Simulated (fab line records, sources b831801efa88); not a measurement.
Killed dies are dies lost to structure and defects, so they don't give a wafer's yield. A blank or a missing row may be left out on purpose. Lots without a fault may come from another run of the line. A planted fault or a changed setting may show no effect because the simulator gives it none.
fab line records | flow sfq_line
record lots=5 wafers=23
route steps=325 shown I1@80 M2@89 I2@103 M3@123 I3@134
start_h: hours from the record's first day to the start of the lot's first wafer shown | wait_h: hours since the lot's step before | " the same as in the row above | L1.1+2: a row that stands for several wafers | - no value, or no start given | * or withheld: withheld | < > ~ a bound
route shown NAME@n: a module of which the file shows steps, and the number in the route of the first | usual: mean/standard deviation of fault-free wafers | same: alike in all rows | chamber/n: place in a boat | sites: the reading at each site | _std_site: their standard deviation | _edge_site: outer sites' mean less inner sites' | radius_mm: how far each site lies from the wafer's centre | mask NAME#n: copy n | behind: the tool/chamber that last shaped the wafer | hold: why the lot was held/for how many hours/how that ended | device: the transistor (n, p or np) that didn't switch | end of line: the same wafers' tests at the end of the route | a step without rows: its recipe alone | killed: dies lost to structure and defects at the first sort, not the wafer's yield | map: a wafer's dies, x killed, . not, _ none there
set.NAME: the setting as run; set.NAME@STEP: as run at that earlier step | model.NAME: the simulator's own value behind a step, which no gauge read
lots whose settings were changed on purpose; a table a step, a row a wafer
## steps
# step SFQ_TRILAYER_I1_VIA_LITHO_EXPOSE_050
# recipe mask_id=I1 na=0.6 source_shape=conventional sigma_outer=0.65 target_cd_nm=500 dose_mj=21.3
# columns lot.wafer tool chamber start_h wait_h mask set.dose_mj
L074.3+4+5 krf_scanner-02 0 676.15 - I1#0 21.3
L078.1+2+5 krf_scanner-01 0 731.07 - I1#0 20.85
L078.4+6 " 0 " " I1#0 21.3
L079.1+4+6 krf_scanner-01 0 752.67 - I1#0 22.84
L079.2+3 " 0 " " I1#0 21.3
L083.1+5 krf_scanner-01 0 800.67 - I1#0 22.57
L083.2+4+6 " 0 " " I1#0 21.3
L084.1+3 krf_scanner-01 0 806.67 - I1#0 21.3
L084.2+4+5 " 0 " " I1#0 21.91
# step SFQ_TRILAYER_I1_VIA_LITHO_PEB_052
# recipe peb_temp_c=115 peb_time_s=60 resist=KrF
# step SFQ_TRILAYER_I1_VIA_LITHO_DEVELOP_051
# recipe time_s=60 resist=KrF
# step SFQ_TRILAYER_I1_VIA_BARC_OPEN_VIA_ETCH_071
# recipe mask_material=PR chemistry=O2 target_depth_nm=125 target=BARC source_w=500 bias_w=80 pressure_mtorr=30 time_s=41.7
# columns lot.wafer tool chamber start_h wait_h set.dose_mj@TRILAYER_I1_VIA_LITHO_EXPOSE_050 model.I1.cd_nm
L074.3 rie_diel-02 2 677.29 0.0 21.3 499.8
L074.4 " 3 " " 21.3 501.6
L074.5 " 3 " " 21.3 502
L078.1 rie_diel-03 0 732.61 0.0 20.85 495.2
L078.2 " 2 " " 20.85 497.2
L078.4 " 0 " " 21.3 499.4
L078.5 " 2 " " 20.85 497.4
L078.6 " 3 " " 21.3 501.7
L079.1 rie_diel-02 1 754.21 0.0 22.84 511
L079.2 " 3 " " 21.3 498.6
L079.3 " 0 " " 21.3 499.7
L079.4 " 2 " " 22.84 509.3
L079.6 " 0 " " 22.84 511.3
L083.1 rie_diel-02 1 802.21 0.0 22.57 509.7
L083.2 " 2 " " 21.3 499.3
L083.4 " 1 " " 21.3 501
L083.5 " 2 " " 22.57 508.7
L083.6 " 0 " " 21.3 501.5
L084.1 rie_diel-03 1 808.21 0.0 21.3 500.8
L084.2 " 2 " " 21.91 504.9
L084.3 " 0 " " 21.3 501.5
L084.4 " 0 " " 21.91 507.7
L084.5 " 2 " " 21.91 505.9
# step SFQ_TRILAYER_I1_VIA_ETCH_VIA_ETCH_052
# recipe target=SiO2 stop_on=Nb mask_material=PR taper_deg=20 chemistry=CHF3 target_depth_nm=260 source_w=500 bias_w=80 pressure_mtorr=30 time_s=withheld
# columns lot.wafer tool chamber start_h wait_h set.dose_mj@TRILAYER_I1_VIA_LITHO_EXPOSE_050 model.I1.cd_nm
L074.3 rie_diel-02 2 677.32 0.0 21.3 502.2
L074.4 " 3 " " 21.3 503.5
L074.5 " 3 " " 21.3 503.8
L078.1 rie_diel-03 0 732.65 0.0 20.85 495.7
L078.2 " 2 " " 20.85 492.7
L078.4 " 0 " " 21.3 500.3
L078.5 " 2 " " 20.85 494.5
L078.6 " 3 " " 21.3 503.3
L079.1 rie_diel-02 1 754.25 0.0 22.84 509.8
L079.2 " 3 " " 21.3 498.4
L079.3 " 0 " " 21.3 497.5
L079.4 " 2 " " 22.84 513.6
L079.6 " 0 " " 22.84 509.3
L083.1 rie_diel-02 1 802.25 0.0 22.57 507
L083.2 " 2 " " 21.3 501.2
L083.4 " 1 " " 21.3 498.3
L083.5 " 2 " " 22.57 510.8
L083.6 " 0 " " 21.3 500.9
L084.1 rie_diel-03 1 808.25 0.0 21.3 499.3
L084.2 " 2 " " 21.91 501.9
L084.3 " 0 " " 21.3 504.1
L084.4 " 0 " " 21.91 509.2
L084.5 " 2 " " 21.91 502.7
# step SFQ_TRILAYER_M2_DEP_SPUTTER_055
# recipe material=Nb base_pressure_pa=1.33e-06 chamber_pressure_pa=0.1333 substrate_temp_c=20 resputter_cathode_voltage_v=400 target_thk_nm=200 power_w=2000 time_s=133.3
# columns lot.wafer tool chamber start_h wait_h set.power_w model.Nb_of_TRILAYER_M2_DEP_SPUTTER_055.thk_nm
L074.3 pvd_sputter-05 - 678.44 0.0 2000 200.7
L074.4+5 " - " " 2000 199.8
L078.1 pvd_sputter-06 - 733.58 0.0 2000 201.9
L078.2 " - " " 2000 201.7
L078.4 " - " " 1792 184
L078.5 " - " " 1792 183.7
L078.6 " - " " 1792 181.3
L079.1 pvd_sputter-06 - 755.18 0.0 2000 204.1
L079.2 " - " " 2193 222.1
L079.3 " - " " 2000 202
L079.4 " - " " 2000 205.9
L079.6 " - " " 2193 225.9
L083.1 pvd_sputter-04 - 803.18 0.0 2000 204.3
L083.2 " - " " 2173 219.9
L083.4 " - " " 2000 199.4
L083.5 " - " " 2000 197.4
L083.6 " - " " 2173 220.1
L084.1 pvd_sputter-06 - 809.18 0.0 2000 202.4
L084.2 " - " " 2201 222.5
L084.3 " - " " 2000 200.4
L084.4 " - " " 2201 217.9
L084.5 " - " " 2000 201.9
# step SFQ_M2_RS_MEAS_914
# recipe thk_meas_gauge=four-point-probe reads=Nb_of_TRILAYER_M2_DEP_SPUTTER_055
# usual M2_NB_RS=0.882/0.011
# columns lot.wafer tool chamber start_h wait_h set.power_w@TRILAYER_M2_DEP_SPUTTER_055 M2_NB_RS[ohm/sq]
L074.3 film_metro-03 - 678.57 0.1 2000 0.887
L074.4 " - " " 2000 0.891
L074.5 " - " " 2000 0.891
L078.1 film_metro-01 - 733.67 0.0 2000 0.881
L078.2 " - " " 2000 0.881
L078.4 " - " " 1792 0.966
L078.5 " - " " 1792 0.968
L078.6 " - " " 1792 0.982
L079.1 film_metro-04 - 755.27 0.0 2000 0.870
L079.2 " - " " 2193 0.799
L079.3 " - " " 2000 0.879
L079.4 " - " " 2000 0.863
L079.6 " - " " 2193 0.786
L083.1 film_metro-01 - 803.27 0.0 2000 0.871
L083.2 " - " " 2173 0.808
L083.4 " - " " 2000 0.891
L083.5 " - " " 2000 0.900
L083.6 " - " " 2173 0.805
L084.1 film_metro-04 - 809.27 0.0 2000 0.878
L084.2 " - " " 2201 0.797
L084.3 " - " " 2000 0.884
L084.4 " - " " 2201 0.815
L084.5 " - " " 2000 0.879
# step SFQ_TRILAYER_M2_LITHO_EXPOSE_058
# recipe mask_id=M2 na=0.6 source_shape=conventional sigma_outer=0.65 target_cd_nm=500 dose_mj=14.4
# columns lot.wafer tool chamber start_h wait_h mask set.dose_mj
L074.3+4+5 krf_scanner-01 0 833.47 - M2#0 14.4
L078.1+2+4 krf_scanner-02 0 887.20 - M2#0 13.5
L078.5+6 " 0 " " M2#0 14.4
L079.1+6 krf_scanner-02 0 909.05 - M2#0 14.4
L079.2+3+4 " 0 " " M2#0 15.19
L083.1+4+6 krf_scanner-02 0 947.45 - M2#0 13.61
L083.2+5 " 0 " " M2#0 14.4
L084.1+4 krf_scanner-02 0 955.85 - M2#0 14.87
L084.2+3+5 " 0 " " M2#0 14.4
# step SFQ_TRILAYER_M2_LITHO_PEB_060
# recipe peb_temp_c=115 peb_time_s=60 resist=KrF
# step SFQ_TRILAYER_M2_LITHO_DEVELOP_059
# recipe time_s=60 resist=KrF
# step SFQ_TRILAYER_M2_BARC_OPEN_METAL_ETCH_077
# recipe mask_material=PR chemistry=O2 target_depth_nm=125 target=BARC icp_w=600 bias_w=78.66 pressure_mtorr=10 time_s=41.7
# columns lot.wafer tool chamber start_h wait_h set.dose_mj@TRILAYER_M2_LITHO_EXPOSE_058 model.M2.cd_nm
L074.3 rie_metal-02 1 834.63 0.0 14.4 501.8
L074.4 " 0 " " 14.4 500.8
L074.5 " 1 " " 14.4 503.7
L078.1 rie_metal-01 0 888.74 0.0 13.5 512.2
L078.2 " 1 " " 13.5 510.2
L078.4 " 1 " " 13.5 510.7
L078.5 " 0 " " 14.4 500
L078.6 " 1 " " 14.4 500.7
L079.1 rie_metal-04 1 910.59 0.0 14.4 498.5
L079.2 " 0 " " 15.19 491.3
L079.3 " 1 " " 15.19 489.7
L079.4 " 0 " " 15.19 490.5
L079.6 " 0 " " 14.4 499.5
L083.1 rie_metal-04 1 948.99 0.0 13.61 507.1
L083.2 " 0 " " 14.4 500.8
L083.4 " 0 " " 13.61 510.9
L083.5 " 1 " " 14.4 501.8
L083.6 " 0 " " 13.61 510.4
L084.1 rie_metal-01 1 957.39 0.0 14.87 494.6
L084.2 " 0 " " 14.4 500.4
L084.3 " 0 " " 14.4 500.3
L084.4 " 1 " " 14.87 494.7
L084.5 " 1 " " 14.4 499.4
# step SFQ_TRILAYER_M2_ETCH_METAL_ETCH_060
# recipe target=Nb stop_on=SiO2 mask_material=PR chemistry=Cl2/Ar target_depth_nm=240 icp_w=600 bias_w=80 pressure_mtorr=10 time_s=120
# usual oes_product_au=0.899/0.0077
# columns lot.wafer tool chamber start_h wait_h set.power_w@TRILAYER_M2_DEP_SPUTTER_055 oes_product_au
L074.3 rie_metal-02 1 834.71 0.1 2000 0.899
L074.4 " 0 " " 2000 0.899
L074.5 " 1 " " 2000 0.896
L078.1 rie_metal-01 0 888.79 0.0 2000 0.906
L078.2 " 1 " " 2000 0.899
L078.4 " 1 " " 1792 0.851
L078.5 " 0 " " 1792 0.859
L078.6 " 1 " " 1792 0.841
L079.1 rie_metal-04 1 910.64 0.0 2000 0.893
L079.2 " 0 " " 2193 0.954
L079.3 " 1 " " 2000 0.906
L079.4 " 0 " " 2000 0.912
L079.6 " 0 " " 2193 0.952
L083.1 rie_metal-04 1 949.04 0.0 2000 0.914
L083.2 " 0 " " 2173 0.942
L083.4 " 0 " " 2000 0.891
L083.5 " 1 " " 2000 0.889
L083.6 " 0 " " 2173 0.948
L084.1 rie_metal-01 1 957.44 0.0 2000 0.894
L084.2 " 0 " " 2201 0.951
L084.3 " 0 " " 2000 0.899
L084.4 " 1 " " 2201 0.939
L084.5 " 1 " " 2000 0.897
# step SFQ_TRILAYER_I2_DEP_PECVD_063
# recipe material=SiO2 temp_c=150 time_s=111.11 pressure_torr=2.4 rf_w=183.3 precursor=SiH4/N2O target_thk_nm=500
# columns lot.wafer tool chamber start_h wait_h set.time_s model.SiO2_of_TRILAYER_I2_DEP_PECVD_063.thk_nm
L074.3 pecvd-02 1 835.57 0.0 111.11 484.3
L074.4 " 1 " " 111.11 493
L074.5 " 2 " " 111.11 500.5
L078.1 pecvd-02 0 889.69 0.0 106.5 472.3
L078.2 " 2 " " 111.11 494.6
L078.4 " 2 " " 111.11 500.4
L078.5 " 0 " " 106.5 481.4
L078.6 " 1 " " 111.11 499.9
L079.1 pecvd-04 0 911.54 0.0 111.11 490.2
L079.2 " 1 " " 124.8 558.8
L079.3 " 2 " " 124.8 565.5
L079.4 " 0 " " 111.11 497.8
L079.6 " 2 " " 124.8 571.4
L083.1 pecvd-02 0 949.96 0.0 123.3 547.1
L083.2 " 2 " " 123.3 555.1
L083.4 " 0 " " 111.11 502.7
L083.5 " 1 " " 111.11 502.6
L083.6 " 2 " " 111.11 509.3
L084.1 pecvd-02 1 958.34 0.0 125.5 560.1
L084.2 " 0 " " 111.11 497
L084.3 " 2 " " 111.11 504.7
L084.4 " 2 " " 111.11 513.2
L084.5 " 1 " " 125.5 571.7
# step SFQ_TRILAYER_I2_CMP_CMP_064
# recipe material=SiO2 down_force_psi=3 platen_rpm=60 pad_velocity_m_s=0.94248
# usual time_to_endpoint_s=216/11
# columns lot.wafer tool chamber start_h wait_h set.time_s@TRILAYER_I2_DEP_PECVD_063 time_to_endpoint_s
L074.4 cmp-02 1 839.15 3.5 111.11 193
L074.3 " 3 840.15 4.5 111.11 203
L074.5 " 1 841.15 5.5 111.11 199
L078.1 cmp-02 0 890.27 0.5 106.5 190
L078.4 " 1 " " 111.11 202
L078.2 " 2 " " 111.11 219
L078.6 " 3 " " 111.11 217
L078.5 " 0 " " 106.5 195
L079.4 cmp-01 0 914.51 2.9 111.11 215
L079.1 " 1 " " 111.11 219
L079.3 " 2 " " 124.8 275
L079.2 " 3 " " 124.8 249
L079.6 " 0 " " 124.8 275
L083.4 cmp-02 1 950.54 0.5 111.11 204
L083.2 " 2 " " 123.3 264
L083.1 " 3 " " 123.3 250
L083.6 " 0 " " 111.11 212
L083.5 " 1 " " 111.11 205
L084.4 cmp-02 3 958.42 0.0 111.11 227
L084.3 " 0 " " 111.11 213
L084.1 " 1 " " 125.5 253
L084.2 " 2 " " 111.11 220
L084.5 " 0 960.92 2.5 125.5 262
# step SFQ_TRILAYER_I2_VIA_LITHO_COAT_067
# recipe resist=KrF spin_rpm=3000 resist_thk_nm=650
# columns lot.wafer tool chamber start_h wait_h set.spin_rpm model.KrF_of_TRILAYER_I2_VIA_LITHO_COAT_067.thk_nm
L074.3 litho_track-04 0 843.37 0.2 3000 650.9
L074.4 " 0 " " 3000 652.2
L074.5 " 0 " " 3000 652.1
L078.1 litho_track-01 0 894.39 0.2 3217 628.1
L078.2 " 0 " " 3000 648.8
L078.4 " 0 " " 3217 628.2
L078.5 " 0 " " 3217 625.4
L078.6 " 0 " " 3000 647.8
L079.1 litho_track-04 0 919.13 0.2 3000 647.5
L079.2 " 0 " " 3000 650
L079.3 " 0 " " 3000 647.4
L079.4 " 0 " " 3000 650.3
L079.6 " 0 " " 3000 648.6
L083.1 litho_track-03 0 954.66 0.2 2936 657.1
L083.2 " 0 " " 3000 651
L083.4 " 0 " " 3000 650.2
L083.5 " 0 " " 2936 658.2
L083.6 " 0 " " 2936 658.8
L084.1 litho_track-04 0 963.04 0.2 2867 663
L084.2 " 0 " " 2867 661.5
L084.3 " 0 " " 3000 649.2
L084.4 " 0 " " 2867 662.5
L084.5 " 0 " " 3000 647.7
# step SFQ_TRILAYER_M3_LITHO_COAT_075
# recipe resist=KrF spin_rpm=3000 resist_thk_nm=600
# columns lot.wafer tool chamber start_h wait_h set.resist_thk_nm model.KrF_of_TRILAYER_M3_LITHO_COAT_075.thk_nm
L074.3 litho_track-01 0 997.01 0.2 600 597.7
L074.4 " 0 " " 600 598
L074.5 " 0 " " 600 598.4
L078.1 litho_track-03 0 1047.31 0.2 566.4 565
L078.2 " 0 " " 566.4 563.3
L078.4 " 0 " " 566.4 563.6
L078.5 " 0 " " 600 596.2
L078.6 " 0 " " 600 597.7
L079.1 litho_track-02 0 1067.44 0.2 568.4 571.2
L079.2 " 0 " " 600 601.5
L079.3 " 0 " " 600 601.8
L079.4 " 0 " " 568.4 571.8
L079.6 " 0 " " 568.4 571.9
L083.1 litho_track-02 0 1103.01 0.2 600 601.4
L083.2 " 0 " " 600 600.4
L083.4 " 0 " " 600 601.8
L083.5 " 0 " " 600 603
L083.6 " 0 " " 600 600.1
L084.1 litho_track-03 0 1107.81 0.2 600 601.6
L084.2 " 0 " " 600 600.1
L084.3 " 0 " " 600 601.1
L084.4 " 0 " " 600 602.3
L084.5 " 0 " " 600 600.9
# step SFQ_TRILAYER_M3_LITHO_PEB_078
# recipe peb_temp_c=115 peb_time_s=60 resist=KrF
# columns lot.wafer tool chamber start_h wait_h set.peb_temp_c
L074.3+4+5 litho_track-02 0 998.61 0.7 115
L078.1+4 litho_track-02 0 1049.81 1.0 113.4
L078.2+5+6 " 0 " " 115
L079.1+2+4 litho_track-02 0 1069.22 1.0 115
L079.3+6 " 0 " " 111.5
L083.1+2+4+5+6 litho_track-03 0 1245.71 1.0 115
L084.1+4+5 litho_track-01 0 1251.71 1.0 115
L084.2+3 " 0 " " 117.6
# step SFQ_TRILAYER_M3_LITHO_DEVELOP_077
# recipe time_s=60 resist=KrF
# step SFQ_TRILAYER_M3_BARC_OPEN_METAL_ETCH_100
# recipe mask_material=PR chemistry=O2 target_depth_nm=125 target=BARC icp_w=600 bias_w=80 pressure_mtorr=10 time_s=41.7
# columns lot.wafer tool chamber start_h wait_h set.peb_temp_c@TRILAYER_M3_LITHO_PEB_078 model.M3.cd_nm
L074.3 rie_metal-04 1 998.94 0.1 115 499.4
L074.4 " 1 " " 115 498.5
L074.5 " 1 " " 115 498.4
L078.1 rie_metal-01 0 1050.15 0.0 113.4 530.5
L078.2+5 " 1,0 " " 115 500.8
L078.4 " 1 " " 113.4 530.8
L078.6 " 1 " " 115 502.8
L079.1 rie_metal-03 0 1069.55 0.0 115 497.9
L079.2 " 1 " " 115 501
L079.3 " 0 " " 111.5 571.8
L079.4 " 1 " " 115 499.7
L079.6 " 0 " " 111.5 570.6
L083.1 rie_metal-01 0 1246.04 0.0 115 498.6
L083.2 " 1 " " 115 499.6
L083.4 " 0 " " 115 499.1
L083.5 " 1 " " 115 500.9
L083.6 " 0 " " 115 498.2
L084.1 rie_metal-01 1 1252.04 0.0 115 502.2
L084.2 " 0 " " 117.6 458.7
L084.3 " 0 " " 117.6 458.8
L084.4 " 1 " " 115 503.2
L084.5 " 1 " " 115 502.9
# step SFQ_TRILAYER_I3_CMP_CMP_082
# recipe material=SiO2 down_force_psi=3 platen_rpm=60 pad_velocity_m_s=0.94248
# columns lot.wafer tool chamber start_h wait_h set.leave_above_ref_nm model.SiO2_of_TRILAYER_I3_DEP_PECVD_081.thk_nm
L074.3 cmp-02 2 1000.72 0.0 200 200.7
L074.4 " 0 1001.72 1.0 200 199.7
L074.5 " 2 1002.72 2.0 200 201.9
L078.1 cmp-01 1 1051.69 0.5 200 201.5
L078.4 " 2 " " 191.2 192.1
L078.2 " 3 " " 191.2 189.9
L078.6 " 0 " " 191.2 191.5
L078.5 " 1 " " 200 200.1
L079.1 cmp-01 3 1076.46 5.9 200 197.6
L079.3 " 0 " " 200 199.9
L079.2 " 1 " " 200 202.8
L079.4 " 2 " " 195.6 195.9
L079.6 " 3 " " 195.6 194.6
L083.1 cmp-02 2 1247.08 0.0 192.8 193.9
L083.2 " 3 " " 192.8 194.5
L083.4 " 1 1248.58 1.5 200 198.1
L083.6 " 2 " " 192.8 193
L083.5 " 3 " " 200 201.1
L084.1 cmp-02 1 1253.08 0.0 200 197.9
L084.3+5 " 2 " " 200 199.9
L084.4 " 3 " " 195.8 196.1
L084.2 " 0 " " 195.8 193.1
# step SFQ_TRILAYER_I3_METRO_MEASURE_083
# usual thk_nm=199.7/1.6
# columns lot.wafer tool chamber start_h wait_h set.leave_above_ref_nm@TRILAYER_I3_CMP_CMP_082 thk_nm
L074.3 film_metro-04 - 1004.24 0.5 200 200.7
L074.4 " - " " 200 199.7
L074.5 " - " " 200 201.8
L078.1 film_metro-02 - 1054.31 0.1 200 201.5
L078.2 " - " " 191.2 189.9
L078.4 " - " " 191.2 192.1
L078.5 " - " " 200 200.2
L078.6 " - " " 191.2 191.5
L079.1 film_metro-02 - 1079.58 0.1 200 197.5
L079.2 " - " " 200 202.8
L079.3 " - " " 200 199.9
L079.4 " - " " 195.6 195.9
L079.6 " - " " 195.6 194.5
L083.1 film_metro-01 - 1250.20 0.1 192.8 193.8
L083.2 " - " " 192.8 194.3
L083.4 " - " " 200 198.1
L083.5 " - " " 200 201.1
L083.6 " - " " 192.8 192.9
L084.1 film_metro-02 - 1256.20 0.1 200 197.7
L084.2 " - " " 195.8 193.0
L084.3 " - " " 200 199.8
L084.4 " - " " 195.8 196.1
L084.5 " - " " 200 199.8
## key
split step=SFQ_TRILAYER_I1_VIA_LITHO_EXPOSE_050 setting=dose_mj stated=21.3 by=wafer
response step=SFQ_TRILAYER_I1_VIA_BARC_OPEN_VIA_ETCH_071 reading=model.I1.cd_nm change=+1.55 per=1% r=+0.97
response step=SFQ_TRILAYER_I1_VIA_ETCH_VIA_ETCH_052 reading=model.I1.cd_nm change=+1.69 per=1% r=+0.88
split step=SFQ_TRILAYER_M2_DEP_SPUTTER_055 setting=power_w stated=2000 by=wafer
response step=SFQ_TRILAYER_M2_DEP_SPUTTER_055 reading=model.Nb_of_TRILAYER_M2_DEP_SPUTTER_055.thk_nm change=+1.98 per=1% r=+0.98
response step=SFQ_M2_RS_MEAS_914 reading=M2_NB_RS change=-0.00836 per=1% r=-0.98
response step=SFQ_TRILAYER_M2_ETCH_METAL_ETCH_060 reading=oes_product_au change=+0.00506 per=1% r=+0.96
split step=SFQ_TRILAYER_M2_LITHO_EXPOSE_058 setting=dose_mj stated=14.4 by=wafer
response step=SFQ_TRILAYER_M2_BARC_OPEN_METAL_ETCH_077 reading=model.M2.cd_nm change=-1.6 per=1% r=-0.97
split step=SFQ_TRILAYER_I2_DEP_PECVD_063 setting=time_s stated=111.11 by=wafer
response step=SFQ_TRILAYER_I2_DEP_PECVD_063 reading=model.SiO2_of_TRILAYER_I2_DEP_PECVD_063.thk_nm change=+4.95 per=1% r=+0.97
response step=SFQ_TRILAYER_I2_CMP_CMP_064 reading=time_to_endpoint_s change=* per=1% r=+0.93
split step=SFQ_TRILAYER_I2_VIA_LITHO_COAT_067 setting=spin_rpm stated=3000 by=wafer
response step=SFQ_TRILAYER_I2_VIA_LITHO_COAT_067 reading=model.KrF_of_TRILAYER_I2_VIA_LITHO_COAT_067.thk_nm change=-3 per=1% r=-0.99
split step=SFQ_TRILAYER_M3_LITHO_COAT_075 setting=resist_thk_nm stated=600 by=wafer
response step=SFQ_TRILAYER_M3_LITHO_COAT_075 reading=model.KrF_of_TRILAYER_M3_LITHO_COAT_075.thk_nm change=+5.8 per=1% r=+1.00
split step=SFQ_TRILAYER_M3_LITHO_PEB_078 setting=peb_temp_c stated=115 by=wafer
response step=SFQ_TRILAYER_M3_BARC_OPEN_METAL_ETCH_100 reading=model.M3.cd_nm change=-22 per=1% r=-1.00
split step=SFQ_TRILAYER_I3_CMP_CMP_082 setting=leave_above_ref_nm stated=200 by=wafer
response step=SFQ_TRILAYER_I3_CMP_CMP_082 reading=model.SiO2_of_TRILAYER_I3_DEP_PECVD_081.thk_nm change=+2.02 per=1% r=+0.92
response step=SFQ_TRILAYER_I3_METRO_MEASURE_083 reading=thk_nm change=+2.02 per=1% r=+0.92
